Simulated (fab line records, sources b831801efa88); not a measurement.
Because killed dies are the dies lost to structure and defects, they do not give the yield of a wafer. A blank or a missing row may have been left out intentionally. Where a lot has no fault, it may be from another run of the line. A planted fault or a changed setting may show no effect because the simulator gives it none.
Which of the tools did it? ; flow gf180mcu ; Sampling: 11 lots, 33 wafers, 6 of 602 route steps

== WHAT EACH GAUGE READ, for each wafer ==
GF_M3_OVL_MEAS_15.
lot;measured;on;M3_OVL (nm)
L950;day 21 13:49;overlay-01;2 2 5
L951;day 21 22:02;overlay-01;-3 -11 -10
L952;day 22 14:25;overlay-01;-1 -1 -8
L958;day 25 02:26;overlay-02;-5 -8 -2
L961;day 25 15:54;overlay-01;5 13 5
L962;day 25 23:53;overlay-02;-14 -11 -15
L963;day 26 09:22;overlay-01;-5 -1 -6
L965;day 26 22:47;overlay-02;3 1 1
L966;day 27 02:34;overlay-02;9 13 9
L967;day 27 10:22;overlay-01;0 -4 -4
L968;day 27 20:10;overlay-01;5 5 3

GF_V3_RS_MEAS_24: measures by four-point-probe.
lot;measured;on;V3_W_RS (ohm/sq)
L950;day 22 15:44;film metro-01;0.332 0.334 0.332
L951;day 23 01:06;film metro-04;0.323 0.326 0.325
L952;day 23 15:02;film metro-01;0.329 0.329 0.328
L958;day 26 03:28;film metro-01;0.327 0.328 0.329
L961;day 26 14:43;film metro-04;0.324 0.323 0.325
L962;day 26 23:22;film metro-04;0.330 0.190 0.329 0.328 0.190 0.329
L963;day 27 08:20;film metro-04;0.187 0.324 0.328 0.187 0.324 0.327
L965;day 27 21:31;film metro-03;0.325 0.324 0.325
L966;day 28 01:22;film metro-04;0.328 0.325 0.328
L967;day 28 08:14;film metro-03;0.322 0.326 0.323
L968;day 28 17:41;film metro-04;0.324 0.326 0.325

GF_M4_CD_MEAS_14: target cd 280 nm.
lot;measured;on;cd nm (nm)
L950;day 23 14:57;cd sem-02;281.0 280.0 280.5
L951;day 24 00:19;cd sem-02;279.0 279.7 281.2
L952;day 24 14:07;cd sem-02;278.9 278.1 279.9
L958;day 27 00:47;cd sem-02;278.3 279.7 279.4
L961;day 27 11:41;cd sem-01;280.5 281.3 281.2
L962;day 27 20:29;cd sem-01;279.5 280.1 279.4
L963;day 28 04:49;cd sem-02;278.9 278.0 278.5
L965;day 28 17:20;cd sem-02;279.9 279.2 280.2
L966;day 28 21:25;cd sem-01;280.9 279.2 281.2
L967;day 29 03:36;cd sem-01;280.7 280.6 280.3
L968;day 29 13:20;cd sem-01;280.4 280.1 280.8

== WHICH TOOL RAN EACH LOT (tool, then ch and the chambers of the sampled wafers, then the start) ==
lot;GF_V3_CVD_23;GF_V3_CMP_26;GF_M4_SPUTTER_00
L950;cvd w-01 ch 0,1, day 22 15:37;cmp-02 ch 1,2,3, day 22 15:53;pvd sputter-01, day 22 16:11
L951;cvd w-01 ch 0,1, day 23 00:59;cmp-02 ch 0,2,3, day 23 01:17;pvd sputter-01, day 23 01:32
L952;cvd w-01 ch 0,1, day 23 14:55;cmp-01 ch 0,2,3, day 23 15:13;pvd sputter-01, day 23 15:31
L958;cvd w-02 ch 0,1, day 26 03:20;cmp-01 ch 0,2, day 26 03:40;pvd sputter-04, day 26 03:55
L961;cvd w-01 ch 0,1, day 26 14:37;cmp-01 ch 1,2, day 26 14:52;pvd sputter-04, day 26 15:10
L962;cvd w-01 ch 0,1, day 26 23:14;cmp-01 ch 1,2,3, day 27 12:26;pvd sputter-04, day 27 12:44
L963;cvd w-01 ch 0,1, day 27 08:14;cmp-02 ch 2,3, day 27 14:36;pvd sputter-03, day 27 14:54
L965;cvd w-02 ch 0,1, day 27 21:23;cmp-01 ch 1,2,3, day 27 22:10;pvd sputter-04, day 27 22:25
L966;cvd w-02 ch 0,1, day 28 01:14;cmp-01 ch 0,2,3, day 28 01:31;pvd sputter-04, day 28 01:49
L967;cvd w-02 ch 0,1, day 28 08:07;cmp-01 ch 0,1,3, day 28 08:28;pvd sputter-04, day 28 08:43
L968;cvd w-02 ch 0,1, day 28 17:35;cmp-02 ch 2,3, day 28 17:52;pvd sputter-04, day 28 18:10
- GF_V3_CVD_23: deposits W, target thk 350 nm, time 104.9 s.
- GF_V3_CMP_26: polishes, stops on SiO2, t overpolish 15 s, target thk 0 nm.
- GF_M4_SPUTTER_00: material Ti, target thk 37.5 nm, time 150 s.

== AS READ BY THE TOOLS THEMSELVES (means over the sampled wafers that have a number; for cases with no such wafer, the mark the record gives instead) ==
GF_V3_CVD_23.
lot;tool;chamber pressure Torr (Torr);heater power w (W)
L950;cvd w-01;39.95;1000
L951;cvd w-01;39.92;1004
L952;cvd w-01;40.02;1019
L958;cvd w-02;39.96;797
L961;cvd w-01;40.06;1057
L962;cvd w-01;39.97;1038
L963;cvd w-01;39.98;1029
L965;cvd w-02;39.98;803
L966;cvd w-02;40.01;783
L967;cvd w-02;40.06;789
L968;cvd w-02;40.00;790

GF_V3_CMP_26.
lot;tool;edge zone pressure frac;motor current A (A);slurry filter dp kPa (kPa);time to endpoint s (s)
L950;cmp-02;1.000;11.9;13.42;83
L951;cmp-02;1.004;11.5;13.52;87
L952;cmp-01;1.003;11.0;13.47;86
L958;cmp-01;0.997;11.3;13.50;84
L961;cmp-01;1.002;10.9;13.65;87
L962;cmp-01;1.005;10.8;13.49;105
L963;cmp-02;1.008;11.6;13.36;103
L965;cmp-01;1.005;10.6;13.47;92
L966;cmp-01;1.003;11.2;13.52;90
L967;cmp-01;1.002;11.3;13.54;91
L968;cmp-02;0.995;11.6;13.75;86

GF_M4_SPUTTER_00.
lot;tool;throttle valve pct (%)
L950;pvd sputter-01;30.5
L951;pvd sputter-01;30.5
L952;pvd sputter-01;29.9
L958;pvd sputter-04;30.8
L961;pvd sputter-04;30.7
L962;pvd sputter-04;30.5
L963;pvd sputter-03;30.1
L965;pvd sputter-04;30.4
L966;pvd sputter-04;30.9
L967;pvd sputter-04;30.5
L968;pvd sputter-04;30.6

== THE ANSWER, worked out from the rows above alone ==
Rule: the lots themselves supply what counts as usual. The widest of any qualifying gaps counts: lots, ordered by their means at a reading, are off when they make up no more than a third of the lots, leave a main group of 4 or more, and stand apart from it by 3 or more times the standard deviation of that group's means. If all means in a main group match to the digits the tables above print for the reading, that group is not used. Also off: a lot with no number at a reading for which 4 or more lots have one. Any other lot the step has rows for is counted as sound. After the gauges, taken in route order, come the tools' own readings; for these a lot's mean is taken, as printed above. The first step at which some lot is off is used, and at that step the reading that is off furthest; a lot without a number counts as furthest.
Off: L962, L963, seen at GF_V3_RS_MEAS_24 (V3_W_RS). Main group: mean 0.326 ohm/sq, sd 0.0028.
If a tool, at a process step before that reading, ran all the lots that are off and no sound lot after the first of them, it fits. The gauges at GF_V3_RS_MEAS_24 aren't tried: what is off there is off at GF_V3_CMP_26 too, on other tools, and a gauge's error can't cause that. One fits: GF_V3_CVD_23 on cvd w-01. A fault onset in the window from L961 (day 26 14:37, its last sound lot) to L962 (day 26 23:14, its first lot off) fits.

== WHAT WAS PUT IN BY THE SIMULATOR ==
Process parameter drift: cvd w-01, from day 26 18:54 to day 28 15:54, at GF_V3_CVD_23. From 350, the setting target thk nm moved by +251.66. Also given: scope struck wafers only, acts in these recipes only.
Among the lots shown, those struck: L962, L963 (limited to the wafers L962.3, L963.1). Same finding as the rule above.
